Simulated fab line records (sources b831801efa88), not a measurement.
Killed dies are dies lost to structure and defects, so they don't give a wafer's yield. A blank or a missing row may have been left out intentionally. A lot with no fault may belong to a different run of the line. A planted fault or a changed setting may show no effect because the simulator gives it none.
fab line records	flow sky130
[record] lots = 11	wafers = 33	last_day = 50
route steps=708 shown CONTACT@420 METAL1@438 PAD_OPEN@708
lots with no fault: from the same line, run without faults
start_h: hours from the record's opening day to when the first of the lot's shown wafers began	wait_h: how many hours have passed since the lot's step before this one	" repeats the value in the row above	L1.1+2: a row that stands for several wafers	- no value present, or no start provided	* or withheld: withheld	< > ~ a bound
route shown NAME@n: names a module that has steps shown in the file, with the first one's number in the route	usual: the fault-free wafers' mean and standard deviation	same: alike in all rows	chamber/n: place in a boat	sites: readings site by site	_std_site: standard deviation of those values	_edge_site: mean of outer sites minus mean of inner sites	radius_mm: how far each site lies from the wafer's centre	mask NAME#n: copy n	behind: the most recent tool/chamber to have shaped the wafer	hold: why the lot was held/for how many hours/how that ended	device: transistor that didn't switch, given as n, p or np	end of line: the tests these same wafers got at the end of their route	step lacking rows: just its recipe	killed: at the first sort, the dies lost to defects and structure; wafer yield is something else	map: the dies of a wafer, with x for killed, . for not killed, _ for no die there
set.NAME: the setting that was run; set.NAME@STEP: the one run at that earlier step	model.NAME: the simulator's own value behind a step, which no gauge read
route steps across a sampled set of lots; one table per step, one row per wafer
services: from which hour (start_h, from the record's first day; less than 0 if before it) a tool's chamber was out of use, for how many hours, and why
[[steps]]
[step SKY_CONTACT_CD_MEAS_14]
[recipe] target_cd_nm = 170
[usual] cd_nm = 169.7/1.6
lot.wafer	tool	chamber	start_h	wait_h	cd_nm
L114.1	cd_sem-02	-	738.82	-	169.9
L114.3	"	-	"	"	169.1
L114.5	"	-	"	"	169.5
L118.2	cd_sem-01	-	769.64	-	170.4
L118.3	"	-	"	"	171.7
L118.4	"	-	"	"	170.6
L117.2	cd_sem-02	-	772.18	-	170.3
L117.3	"	-	"	"	171.1
L117.5	"	-	"	"	170.8
L124.3	cd_sem-01	-	816.06	-	169.1
L124.4	"	-	"	"	168.1
L124.6	"	-	"	"	168.0
L125.3	cd_sem-02	-	826.15	-	167.4
L125.5	"	-	"	"	166.8
L125.6	"	-	"	"	170.0
L126.1	cd_sem-01	-	830.16	-	170.0
L126.4	"	-	"	"	170.7
L126.5	"	-	"	"	169.0
L131.1	cd_sem-01	-	866.05	-	171.2
L131.4	"	-	"	"	170.4
L131.5	"	-	"	"	169.5
L133.1	cd_sem-02	-	882.32	-	167.5
L133.3	"	-	"	"	167.2
L133.4	"	-	"	"	168.2
L135.1	cd_sem-02	-	892.31	-	169.7
L135.5	"	-	"	"	170.9
L135.6	"	-	"	"	170.2
L136.3	cd_sem-01	-	894.39	-	171.2
L136.5	"	-	"	"	171.3
L136.6	"	-	"	"	171.4
L137.2	cd_sem-01	-	906.18	-	172.9
L137.4	"	-	"	"	173.4
L137.5	"	-	"	"	172.9
[step SKY_METAL1_SPUTTER_04]
[recipe] material = TiN	target_thk_nm = 70	power_w = 6500	time_s = 58.3	chamber_pressure_pa = 0.4
[usual] throttle_valve_pct = 30.5/1.1
lot.wafer	tool	chamber	start_h	wait_h	throttle_valve_pct
L114.1	pvd_sputter-01	-	740.45	0.0	30.3
L114.3	"	-	"	"	28.3
L114.5	"	-	"	"	30.3
L118.2	pvd_sputter-01	-	771.24	0.0	31.6
L118.3	"	-	"	"	32.1
L118.4	"	-	"	"	30.4
L117.2	pvd_sputter-03	-	773.79	0.0	30.0
L117.3	"	-	"	"	30.8
L117.5	"	-	"	"	29.8
L124.3	pvd_sputter-01	-	817.64	0.0	31.9
L124.4	"	-	"	"	28.5
L124.6	"	-	"	"	32.3
L125.3	pvd_sputter-01	-	827.73	0.0	31.6
L125.5	"	-	"	"	31.4
L125.6	"	-	"	"	30.5
L126.1	pvd_sputter-03	-	831.82	0.0	29.7
L126.4	"	-	"	"	31.0
L126.5	"	-	"	"	30.4
L131.1	pvd_sputter-04	-	867.67	0.0	28.6
L131.4	"	-	"	"	31.1
L131.5	"	-	"	"	31.2
L133.1	pvd_sputter-01	-	883.94	0.0	31.3
L133.3	"	-	"	"	28.4
L133.4	"	-	"	"	30.4
L135.1	pvd_sputter-01	-	893.93	0.0	31.3
L135.5	"	-	"	"	31.2
L135.6	"	-	"	"	30.3
L136.3	pvd_sputter-04	-	895.97	0.0	29.5
L136.5	"	-	"	"	31.2
L136.6	"	-	"	"	29.3
L137.2	pvd_sputter-04	-	907.79	0.0	29.3
L137.4	"	-	"	"	31.5
L137.5	"	-	"	"	31.1
[step SKY_METAL1_OVL_MEAS_16]
[usual] METAL1_OVL = 2/6
lot.wafer	tool	chamber	start_h	wait_h	METAL1_OVL[nm]
L114.1	overlay-01	-	766.82	0.1	13
L114.3	"	-	"	"	5
L114.5	"	-	"	"	15
L118.2	overlay-02	-	797.87	0.1	-3
L118.3	"	-	"	"	2
L118.4	"	-	"	"	0
L117.2	overlay-02	-	800.52	0.1	7
L117.3	"	-	"	"	9
L117.5	"	-	"	"	0
L124.3	overlay-02	-	844.00	0.1	-2
L124.4	"	-	"	"	-4
L124.6	"	-	"	"	-3
L125.3	overlay-01	-	854.52	0.1	9
L125.5	"	-	"	"	14
L125.6	"	-	"	"	9
L126.1	overlay-02	-	858.14	0.1	-4
L126.4	"	-	"	"	1
L126.5	"	-	"	"	2
L131.1	overlay-01	-	892.80	0.1	12
L131.4	"	-	"	"	9
L131.5	"	-	"	"	5
L133.1	overlay-02	-	909.44	0.1	-4
L133.3	"	-	"	"	1
L133.4	"	-	"	"	-7
L135.1	overlay-02	-	919.12	0.1	3
L135.5	"	-	"	"	0
L135.6	"	-	"	"	5
L136.3	overlay-02	-	921.95	0.1	5
L136.5	"	-	"	"	-2
L136.6	"	-	"	"	-2
L137.2	overlay-01	-	931.95	0.1	-2
L137.4	"	-	"	"	-5
L137.5	"	-	"	"	-9
[step SKY_METAL1_METAL_ETCH_19]
[recipe] target_depth_a = 3600	stop_on = SiO2	over_etch_frac = 0.3	time_s = 78	chemistry = Cl2/BCl3	resist_sidewall_deg = 88	pressure_mtorr = 10	icp_w = 900	bias_w = 48.5	Cl2_flow_sccm = 60	bcl3_flow_sccm = 30
[usual] drypump_motor_current_A = 5.7/0.48	he_backside_leak_sccm = 3.29/0.28	oes_product_au = 0.855/0.006	over_etch_frac = 0.3/0	throttle_valve_pct = 22.264/0.0091
lot.wafer	tool	chamber	start_h	wait_h	drypump_motor_current_A	he_backside_leak_sccm	oes_product_au	over_etch_frac	rf_hours_counter_h	throttle_valve_pct
L114.1	rie_metal-04	0	766.95	0.0	5.2	3.39	0.845	0.3	7	22.259
L114.3	"	1	"	"	6.0	3.84	0.854	0.3	-	22.255
L114.5	"	0	"	"	5.2	3.14	0.853	0.3	-	22.258
L118.2	rie_metal-04	1	798.00	0.0	6.0	3.71	0.852	0.3	4	22.261
L118.3	"	1	"	"	6.0	3.64	0.857	0.3	-	22.262
L118.4	"	0	"	"	5.2	3.01	0.846	0.3	-	22.277
L117.2	rie_metal-03	1	800.65	0.0	6.0	3.13	0.845	0.3	4	22.263
L117.3	"	0	"	"	6.5	3.23	0.858	0.3	-	22.269
L117.5	"	1	"	"	6.0	3.22	0.845	0.3	-	22.269
L124.3	rie_metal-03	1	844.15	0.1	6.0	3.23	0.852	0.3	-	22.276
L124.4	"	0	"	"	6.6	3.22	0.854	0.3	-	22.263
L124.6	"	1	"	"	6.1	3.34	0.856	0.3	-	22.294
L125.3	rie_metal-04	1	854.67	0.1	6.0	3.58	0.848	0.3	-	22.266
L125.5	"	0	"	"	5.2	3.00	0.853	0.3	-	22.259
L125.6	"	1	"	"	6.0	3.63	0.851	0.3	-	22.269
L126.1	rie_metal-04	0	858.27	0.0	5.2	3.12	0.853	0.3	11	22.268
L126.4	"	1	"	"	6.0	3.72	0.859	0.3	-	22.271
L126.5	"	0	"	"	5.2	2.93	0.848	0.3	-	22.261
L131.1	rie_metal-04	0	892.94	0.0	5.2	3.06	0.895	0.19011	12	22.259
L131.4	"	0	"	"	5.2	3.06	0.895	0.19011	-	22.248
L131.5	"	0	"	"	5.2	2.95	0.896	0.19011	-	22.261
L133.1	rie_metal-04	1	909.57	0.0	6.0	3.69	0.906	0.19011	9	22.258
L133.3	"	0	"	"	5.2	3.12	0.887	0.19011	-	22.277
L133.4	"	1	"	"	6.0	3.87	0.887	0.19011	-	22.271
L135.1	rie_metal-01	1	919.25	0.0	5.2	5.28	0.855	0.3	11	22.257
L135.5	"	0	"	"	5.4	3.21	0.861	0.3	-	22.273
L135.6	"	1	"	"	5.2	3.22	0.850	0.3	-	22.254
L136.3	rie_metal-01	1	922.10	0.1	5.3	3.13	0.860	0.3	-	22.276
L136.5	"	0	"	"	5.4	3.18	0.855	0.3	-	22.267
L136.6	"	1	"	"	5.2	3.02	0.848	0.3	-	22.257
L137.2	rie_metal-03	1	932.07	0.0	6.0	3.21	0.845	0.3	10	22.276
L137.4	"	0	"	"	6.5	3.19	0.849	0.3	-	22.255
L137.5	"	1	"	"	6.0	3.19	0.850	0.3	-	22.262
[step SKY_METAL1_STRIP_20]
[recipe] chemistry = O2/N2	power_w = 1400	pressure_mtorr = 1500	platen_temp_c = withheld	o2_flow_sccm = 3000	n2_flow_sccm = 300	overash_fraction = 0.5
[usual] drypump_motor_current_A = 5.9/0.61	n2_flow_sccm = 300.1/0.9	oes_product_au = 0.343/0.0049	strip_time_to_endpoint_s = 2.69/0.043
lot.wafer	tool	chamber	start_h	wait_h	drypump_motor_current_A	n2_flow_sccm	oes_product_au	rf_hours_counter_h	strip_time_to_endpoint_s
L114.1	plasma_asher-02	0	767.04	0.1	5.8	300.3	0.345	93	2.65
L114.3	"	0	"	"	5.8	300.4	0.348	-	2.70
L114.5	"	0	"	"	5.8	299.1	0.342	-	2.67
L118.2	plasma_asher-02	1	798.09	0.1	6.5	299.9	0.342	96	2.72
L118.3	"	0	"	"	5.8	298.9	0.342	-	2.74
L118.4	"	1	"	"	6.5	298.9	0.342	-	2.71
L117.2	plasma_asher-04	0	800.74	0.1	5.1	299.0	0.341	37	2.66
L117.3	"	1	"	"	6.7	301.2	0.343	-	2.65
L117.5	"	1	"	"	6.7	299.7	0.337	-	2.65
L124.3	plasma_asher-02	0	844.24	0.1	5.8	299.9	0.340	-	2.64
L124.4	"	1	"	"	6.6	300.6	0.344	-	2.65
L124.6	"	1	"	"	6.5	300.4	0.341	-	2.64
L125.3	plasma_asher-04	0	854.76	0.1	5.1	299.3	0.340	-	2.71
L125.5	"	1	"	"	6.7	300.7	0.339	-	2.69
L125.6	"	0	"	"	5.1	299.7	0.344	-	2.71
L126.1	plasma_asher-03	1	858.36	0.1	5.3	300.9	0.347	71	2.68
L126.4	"	1	"	"	5.3	300.8	0.359	-	2.71
L126.5	"	0	"	"	6.2	298.9	0.351	-	2.70
L131.1	plasma_asher-02	1	893.03	0.1	6.5	300.5	0.349	105	2.87
L131.4	"	0	"	"	5.8	299.5	0.355	-	2.90
L131.5	"	0	"	"	5.8	299.5	0.356	-	2.88
L133.1	plasma_asher-04	1	909.66	0.1	6.7	299.8	0.359	48	2.91
L133.3	"	0	"	"	5.2	299.1	0.350	-	2.92
L133.4	"	1	"	"	6.7	299.6	0.355	-	2.91
L135.1	plasma_asher-02	1	919.34	0.1	6.4	300.0	0.354	108	2.72
L135.5	"	1	"	"	6.4	299.7	0.344	-	2.69
L135.6	"	0	"	"	5.8	298.6	0.344	-	2.75
L136.3	plasma_asher-04	0	922.19	0.1	5.2	298.9	0.337	-	2.72
L136.5	"	1	"	"	6.7	299.3	0.340	-	2.70
L136.6	"	0	"	"	5.2	298.7	0.349	-	2.72
L137.2	plasma_asher-03	0	932.16	0.1	6.2	301.1	0.346	79	2.64
L137.4	"	1	"	"	5.2	300.9	0.335	-	2.64
L137.5	"	0	"	"	6.2	299.6	0.339	-	2.63
[step SKY_PAD_OPEN_PROBE_99]
[usual] defect_limited_yield = 82.4/2	killed_at_M0_to_M3 = 44/7.4	killed_at_M4_up = 3.1/1.8	killed_at_contacts = 24/5.6	killed_at_front_end = 15/4.9	killed_at_other = 0.4/0.59	killed_dies = 87/9.8	killed_open = 47/7.2	killed_short = 39/6.8	sort_bin_3_pad_short = 0.9/0.41	sort_bin_5_function = 10.3/1.6	sort_bin_6_memory = 6.5/1.1	sort_n_pass = 405/9.8	sort_yield_pct = 82.4/2
[same] gross_dies = 492	killed_at_back_side = 0	sort_bin_4_leakage[%] = 0	sort_bin_8_speed[%] = 0
lot.wafer	tool	chamber	start_h	wait_h	defect_limited_yield[%]	killed_at_M0_to_M3	killed_at_M4_up	killed_at_contacts	killed_at_front_end	killed_at_other	killed_dies	killed_open	killed_short	sort_bin_3_pad_short[%]	sort_bin_5_function[%]	sort_bin_6_memory[%]	sort_n_pass	sort_yield_pct[%]
L114.1	prober-02	-	1078.45	0.1	84.8	33	4	20	18	0	75	50	24	0.4	8.1	6.7	417	84.8
L114.3	prober-02	-	1078.55	0.2	78.3	50	4	29	23	1	107	54	53	1.4	13.4	6.9	385	78.3
L114.5	prober-02	-	1078.65	0.2	80.1	44	2	35	16	1	98	53	45	1.2	12.2	6.5	394	80.1
L118.2	prober-02	-	1103.18	0.1	85.6	25	3	29	14	0	71	37	33	1.6	8.1	4.7	421	85.6
L118.3	prober-02	-	1103.23	0.2	81.9	42	4	22	21	0	89	43	46	1.2	11.2	5.7	403	81.9
L118.4	prober-02	-	1103.28	0.2	86.2	29	1	29	9	0	68	34	34	0.2	8.5	5.1	424	86.2
L117.2	prober-01	-	1107.64	0.1	82.7	58	2	11	14	0	85	46	39	0.6	10.6	6.1	407	82.7
L117.3	prober-01	-	1107.69	0.2	80.1	45	3	36	14	0	98	56	42	1.0	12.4	6.5	394	80.1
L117.5	prober-01	-	1107.79	0.2	82.5	45	4	23	14	0	86	44	42	0.6	9.1	7.7	406	82.5
L124.3	prober-01	-	1137.50	0.2	81.3	42	4	31	14	1	92	41	50	1.2	8.1	9.3	400	81.3
L124.4	prober-01	-	1137.55	0.2	84.1	35	5	27	11	0	78	44	34	0.2	9.8	5.9	414	84.1
L124.6	prober-01	-	1137.65	0.2	82.7	52	2	21	9	1	85	50	33	1.0	10.0	6.3	407	82.7
L125.3	prober-02	-	1146.05	0.2	82.3	41	2	33	10	1	87	48	39	0.6	9.6	7.5	405	82.3
L125.5	prober-02	-	1146.15	0.2	82.7	39	6	23	16	1	85	46	38	1.0	10.0	6.3	407	82.7
L125.6	prober-02	-	1146.20	0.2	81.5	40	0	30	19	2	91	49	41	1.8	10.0	6.7	401	81.5
L126.1	prober-01	-	1148.44	0.1	80.3	50	2	25	20	0	97	48	48	0.8	9.8	9.1	395	80.3
L126.4	prober-01	-	1148.59	0.2	81.3	62	1	19	10	0	92	54	38	1.6	11.4	5.7	400	81.3
L126.5	prober-01	-	1148.64	0.2	83.1	39	2	24	18	0	83	46	37	0.8	10.2	5.9	409	83.1
L131.1	prober-02	-	1173.54	0.1	85.0	38	2	21	13	0	74	41	33	1.6	8.7	4.7	418	85.0
L131.4	prober-02	-	1173.69	0.2	84.8	41	3	18	13	0	75	43	32	0.2	10.4	4.7	417	84.8
L131.5	prober-02	-	1173.74	0.2	81.5	47	1	27	16	0	91	52	39	0.4	12.2	5.9	401	81.5
L133.1	prober-02	-	1184.50	0.1	79.3	45	3	31	23	0	102	55	47	1.6	12.8	6.3	390	79.3
L133.3	prober-02	-	1184.60	0.2	80.9	44	3	34	13	0	94	51	42	1.0	12.8	5.3	398	80.9
L133.4	prober-02	-	1184.65	0.2	80.5	45	1	33	17	0	96	52	44	0.4	11.2	7.9	396	80.5
L135.1	prober-02	-	1189.79	0.1	82.5	34	7	24	20	1	86	42	43	1.2	10.6	5.7	406	82.5
L135.5	prober-02	-	1189.99	0.2	86.2	37	0	27	4	0	68	46	22	0.6	6.9	6.3	424	86.2
L135.6	prober-02	-	1190.04	0.2	84.1	34	4	28	11	1	78	45	32	1.0	8.5	6.3	414	84.1
L136.3	prober-01	-	1190.92	0.2	81.7	47	5	17	21	0	90	54	36	0.2	11.8	6.3	402	81.7
L136.5	prober-01	-	1191.02	0.2	81.1	45	3	29	16	0	93	51	42	1.0	12.8	5.1	399	81.1
L136.6	prober-01	-	1191.07	0.2	83.3	41	3	17	20	1	82	45	37	2.0	8.5	6.1	410	83.3
L137.2	prober-01	-	1199.34	0.1	84.1	45	3	16	14	0	78	44	34	0.4	10.4	5.1	414	84.1
L137.4	prober-01	-	1199.44	0.2	83.9	40	2	23	13	1	79	37	42	0.8	9.1	6.1	413	83.9
L137.5	prober-01	-	1199.49	0.2	82.9	40	5	30	9	0	84	53	31	0.4	10.2	6.5	408	82.9
// killed by level:class
L114.1 CONTACT:geometric_particle:open=12 VIA1:geometric_particle:open=7 VIA3:geometric_particle:open=7 POLY_GATE:geometric_particle:open=6 METAL3:geometric_particle:short=5 LI_CONTACT:geometric_particle:open=4 VIA2:geometric_particle:open=4 FIELD_ISO:geometric_particle:open=3
L114.3 CONTACT:geometric_particle:open=11 VIA1:geometric_particle:open=9 VIA1:geometric_particle:short=7 POLY_GATE:geometric_particle:short=6 VIA2:geometric_particle:open=6 VIA3:geometric_particle:open=6 METAL2:geometric_particle:short=6 POLY_GATE:geometric_particle:open=5
L114.5 LI_CONTACT:geometric_particle:open=11 CONTACT:geometric_particle:open=10 VIA1:geometric_particle:open=10 CONTACT:geometric_particle:short=9 VIA3:geometric_particle:open=8 VIA2:geometric_particle:open=8 FIELD_ISO:geometric_particle:short=7 METAL2:geometric_particle:short=6
L118.2 CONTACT:geometric_particle:open=7 LOCAL_INTERCONNECT:geometric_particle:short=7 POLY_GATE:geometric_particle:open=6 LI_CONTACT:geometric_particle:open=6 METAL1:geometric_particle:short=5 CONTACT:geometric_particle:short=4 FIELD_ISO:geometric_particle:short=3 LI_CONTACT:geometric_particle:short=3
L118.3 VIA3:geometric_particle:open=11 VIA2:geometric_particle:open=7 LI_CONTACT:geometric_particle:open=6 VIA1:geometric_particle:open=6 METAL2:geometric_particle:short=6 LOCAL_INTERCONNECT:geometric_particle:short=5 CONTACT:geometric_particle:short=5 VIA2:geometric_particle:short=5
L118.4 CONTACT:geometric_particle:open=10 LI_CONTACT:geometric_particle:open=6 METAL2:geometric_particle:short=6 VIA2:geometric_particle:open=6 LOCAL_INTERCONNECT:geometric_particle:short=5 CONTACT:geometric_particle:short=5 POLY_GATE:geometric_particle:short=4 VIA3:geometric_particle:open=4
L117.2 VIA1:geometric_particle:open=10 VIA3:geometric_particle:open=8 METAL2:geometric_particle:short=7 VIA2:geometric_particle:open=7 METAL1:geometric_particle:short=6 FIELD_ISO:geometric_particle:short=5 METAL2:geometric_particle:open=5 LI_CONTACT:geometric_particle:open=4
L117.3 CONTACT:geometric_particle:open=13 VIA2:geometric_particle:open=8 VIA1:geometric_particle:open=8 CONTACT:geometric_particle:short=7 LOCAL_INTERCONNECT:geometric_particle:short=6 FIELD_ISO:geometric_particle:open=5 LI_CONTACT:geometric_particle:short=5 LI_CONTACT:geometric_particle:open=5
L117.5 VIA2:geometric_particle:open=7 CONTACT:geometric_particle:open=7 VIA3:geometric_particle:open=7 LI_CONTACT:geometric_particle:open=6 METAL2:geometric_particle:short=6 METAL3:geometric_particle:short=6 POLY_GATE:geometric_particle:short=4 LI_CONTACT:geometric_particle:short=4
L124.3 CONTACT:geometric_particle:open=10 CONTACT:geometric_particle:short=9 METAL1:geometric_particle:short=8 VIA1:geometric_particle:open=8 VIA3:geometric_particle:open=6 LI_CONTACT:geometric_particle:open=5 VIA2:geometric_particle:open=5 FIELD_ISO:geometric_particle:short=4
L124.4 VIA1:geometric_particle:open=9 LOCAL_INTERCONNECT:geometric_particle:short=8 CONTACT:geometric_particle:open=8 VIA3:geometric_particle:open=8 VIA2:geometric_particle:open=6 CONTACT:geometric_particle:short=5 LI_CONTACT:geometric_particle:open=4 METAL2:geometric_particle:short=3
L124.6 VIA1:geometric_particle:open=16 LI_CONTACT:geometric_particle:open=8 VIA2:geometric_particle:open=8 VIA3:geometric_particle:open=7 CONTACT:geometric_particle:open=6 METAL1:geometric_particle:short=6 VIA2:geometric_particle:short=6 FIELD_ISO:geometric_particle:short=4
L125.3 CONTACT:geometric_particle:open=13 VIA2:geometric_particle:open=12 VIA1:geometric_particle:open=7 LI_CONTACT:geometric_particle:open=6 FIELD_ISO:geometric_particle:short=5 LOCAL_INTERCONNECT:geometric_particle:short=5 CONTACT:geometric_particle:short=5 LI_CONTACT:geometric_particle:short=4
L125.5 VIA1:geometric_particle:open=10 VIA2:geometric_particle:open=10 CONTACT:geometric_particle:open=7 LI_CONTACT:geometric_particle:open=6 METAL2:geometric_particle:short=6 FIELD_ISO:geometric_particle:short=5 LI_CONTACT:geometric_particle:short=5 LOCAL_INTERCONNECT:geometric_particle:short=4
L125.6 VIA1:geometric_particle:open=12 CONTACT:geometric_particle:open=10 VIA2:geometric_particle:open=7 LI_CONTACT:geometric_particle:short=7 LI_CONTACT:geometric_particle:open=6 FIELD_ISO:geometric_particle:open=5 METAL1:geometric_particle:short=5 POLY_GATE:geometric_particle:short=5
L126.1 VIA1:geometric_particle:open=13 CONTACT:geometric_particle:open=9 METAL1:geometric_particle:short=8 FIELD_ISO:geometric_particle:short=5 LI_CONTACT:geometric_particle:open=5 LOCAL_INTERCONNECT:geometric_particle:short=5 VIA3:geometric_particle:open=5 VIA2:geometric_particle:open=5
L126.4 VIA1:geometric_particle:open=18 VIA3:geometric_particle:open=9 METAL1:geometric_particle:short=7 CONTACT:geometric_particle:open=6 VIA2:geometric_particle:open=6 VIA2:geometric_particle:short=5 VIA1:geometric_particle:short=5 METAL2:geometric_particle:short=5
L126.5 VIA1:geometric_particle:open=10 VIA2:geometric_particle:open=7 LI_CONTACT:geometric_particle:open=6 POLY_GATE:geometric_particle:open=5 LI_CONTACT:geometric_particle:short=5 LOCAL_INTERCONNECT:geometric_particle:short=5 CONTACT:geometric_particle:open=5 METAL1:geometric_particle:short=4
L131.1 VIA2:geometric_particle:open=10 CONTACT:geometric_particle:open=9 CONTACT:geometric_particle:short=7 METAL1:geometric_particle:short=5 VIA3:geometric_particle:open=5 FIELD_ISO:geometric_particle:open=4 LI_CONTACT:geometric_particle:open=4 VIA3:geometric_particle:short=4
L131.4 VIA1:geometric_particle:open=9 LI_CONTACT:geometric_particle:open=8 VIA3:geometric_particle:open=7 VIA2:geometric_particle:open=6 METAL2:geometric_particle:short=5 VIA3:geometric_particle:short=5 FIELD_ISO:geometric_particle:open=4 CONTACT:geometric_particle:open=4
L131.5 VIA1:geometric_particle:open=11 VIA2:geometric_particle:open=11 CONTACT:geometric_particle:open=10 METAL2:geometric_particle:short=7 CONTACT:geometric_particle:short=6 FIELD_ISO:geometric_particle:short=5 FIELD_ISO:geometric_particle:open=5 LOCAL_INTERCONNECT:geometric_particle:short=5
L133.1 CONTACT:geometric_particle:open=12 VIA1:geometric_particle:open=10 METAL1:geometric_particle:short=10 POLY_GATE:geometric_particle:short=7 LI_CONTACT:geometric_particle:open=6 VIA3:geometric_particle:open=6 FIELD_ISO:geometric_particle:open=5 LOCAL_INTERCONNECT:geometric_particle:short=5
L133.3 CONTACT:geometric_particle:open=14 VIA1:geometric_particle:open=11 LOCAL_INTERCONNECT:geometric_particle:short=8 POLY_GATE:geometric_particle:open=6 METAL2:geometric_particle:short=6 VIA3:geometric_particle:open=6 VIA1:geometric_particle:short=5 LI_CONTACT:geometric_particle:open=4
L133.4 CONTACT:geometric_particle:open=11 VIA1:geometric_particle:open=11 LI_CONTACT:geometric_particle:open=9 CONTACT:geometric_particle:short=9 METAL2:geometric_particle:short=8 VIA3:geometric_particle:open=6 FIELD_ISO:geometric_particle:short=4 POLY_GATE:geometric_particle:short=4
L135.1 VIA1:geometric_particle:open=7 CONTACT:geometric_particle:short=6 SPACER:geometric_particle:open=5 LI_CONTACT:geometric_particle:short=5 LOCAL_INTERCONNECT:geometric_particle:short=5 VIA3:geometric_particle:open=5 FIELD_ISO:geometric_particle:short=4 CONTACT:geometric_particle:open=4
L135.5 LI_CONTACT:geometric_particle:open=11 VIA1:geometric_particle:open=10 CONTACT:geometric_particle:open=7 VIA3:geometric_particle:open=6 VIA2:geometric_particle:open=6 LOCAL_INTERCONNECT:geometric_particle:short=5 METAL2:geometric_particle:short=4 VIA3:geometric_particle:short=4
L135.6 CONTACT:geometric_particle:open=13 VIA1:geometric_particle:open=9 LI_CONTACT:geometric_particle:open=7 METAL2:geometric_particle:short=7 LOCAL_INTERCONNECT:geometric_particle:short=5 VIA3:geometric_particle:open=4 METAL4:geometric_particle:short=4 FIELD_ISO:geometric_particle:open=3
L136.3 VIA1:geometric_particle:open=10 FIELD_ISO:geometric_particle:open=8 CONTACT:geometric_particle:open=7 VIA1:geometric_particle:short=7 METAL1:geometric_particle:short=6 VIA3:geometric_particle:open=6 LI_CONTACT:geometric_particle:open=5 VIA2:geometric_particle:open=5
L136.5 CONTACT:geometric_particle:open=11 VIA1:geometric_particle:open=9 LI_CONTACT:geometric_particle:open=7 VIA3:geometric_particle:open=7 METAL1:geometric_particle:short=7 VIA2:geometric_particle:open=7 LI_CONTACT:geometric_particle:short=5 METAL2:geometric_particle:short=5
L136.6 VIA1:geometric_particle:open=9 VIA2:geometric_particle:open=8 METAL1:geometric_particle:short=7 CONTACT:geometric_particle:open=6 LI_CONTACT:geometric_particle:open=5 VIA1:geometric_particle:short=5 VIA3:geometric_particle:open=5 POLY_CUT:geometric_particle:short=4
L137.2 VIA1:geometric_particle:open=10 VIA1:geometric_particle:short=8 LI_CONTACT:geometric_particle:open=7 CONTACT:geometric_particle:open=7 FIELD_ISO:geometric_particle:open=6 METAL2:geometric_particle:short=6 VIA3:geometric_particle:open=6 METAL1:geometric_particle:short=5
L137.4 VIA1:geometric_particle:open=8 VIA2:geometric_particle:open=6 CONTACT:geometric_particle:open=6 LI_CONTACT:geometric_particle:open=5 LOCAL_INTERCONNECT:geometric_particle:short=5 CONTACT:geometric_particle:short=5 METAL1:geometric_particle:short=5 METAL2:geometric_particle:short=5
L137.5 LI_CONTACT:geometric_particle:open=11 CONTACT:geometric_particle:open=10 VIA2:geometric_particle:open=9 METAL1:geometric_particle:short=6 METAL2:geometric_particle:short=5 FIELD_ISO:geometric_particle:open=4 LOCAL_INTERCONNECT:geometric_particle:short=4 VIA1:geometric_particle:open=4
[[services]]
tool	chamber	start_h	hours	kind
pvd_sputter-01	-	743.41	2.3	repair
pvd_sputter-03	-	777.55	8.3	repair
pvd_sputter-03	-	791.39	2.1	repair
pvd_sputter-04	3	797.03	-	consumable_replace:kit
pvd_sputter-04	3	797.03	18.0	scheduled_down
pvd_sputter-04	3	797.03	18.0	vent_cycle
plasma_asher-03	-	800.64	3.2	repair
rie_metal-03	-	808.00	0.1	repair
plasma_asher-03	-	817.15	0.5	repair
rie_metal-01	0	844.13	-	clean
rie_metal-01	0	844.13	19.7	scheduled_down
rie_metal-01	0	844.13	19.7	vent_cycle
pvd_sputter-01	0	849.72	-	consumable_replace:kit
pvd_sputter-01	0	849.72	18.0	scheduled_down
pvd_sputter-01	0	849.72	18.0	vent_cycle
pvd_sputter-01	-	856.86	5.8	repair
plasma_asher-04	-	910.51	2.9	repair
pvd_sputter-04	-	911.24	1.8	repair
pvd_sputter-03	-	920.58	4.2	repair
pvd_sputter-03	3	926.03	-	consumable_replace:kit
pvd_sputter-03	3	926.03	18.0	scheduled_down
pvd_sputter-03	3	926.03	18.0	vent_cycle
plasma_asher-03	-	929.29	0.7	repair
[[key]]
[first_sign] step = SKY_METAL1_METAL_ETCH_19	reading = over_etch_frac	direction = down	sigmas = 99+	usual = 0.3	struck = 0.19011
[effect] step = SKY_METAL1_METAL_ETCH_19	reading = oes_product_au	direction = up	sigmas = 6.6	usual = 0.855	struck = 0.894
[effect] step = SKY_METAL1_STRIP_20	reading = strip_time_to_endpoint_s	direction = up	sigmas = 4.8	usual = *	struck = *
met_at SKY_METAL1_METAL_ETCH_19
struck_lots L131,L133
not_acting_at SKY_CONTACT_CD_MEAS_14,SKY_METAL1_SPUTTER_04,SKY_METAL1_OVL_MEAS_16
onset_between 858.27 892.94
[fault] kind = process_parameter_drift	tool = rie_metal-04	chamber = -	onset_h = 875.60	steps = SKY_METAL1_METAL_ETCH_19	channel = over_etch_frac	offset = -0.10989	shape = step	end_h = 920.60	acts_in = these_recipes_only	stated = 0.3
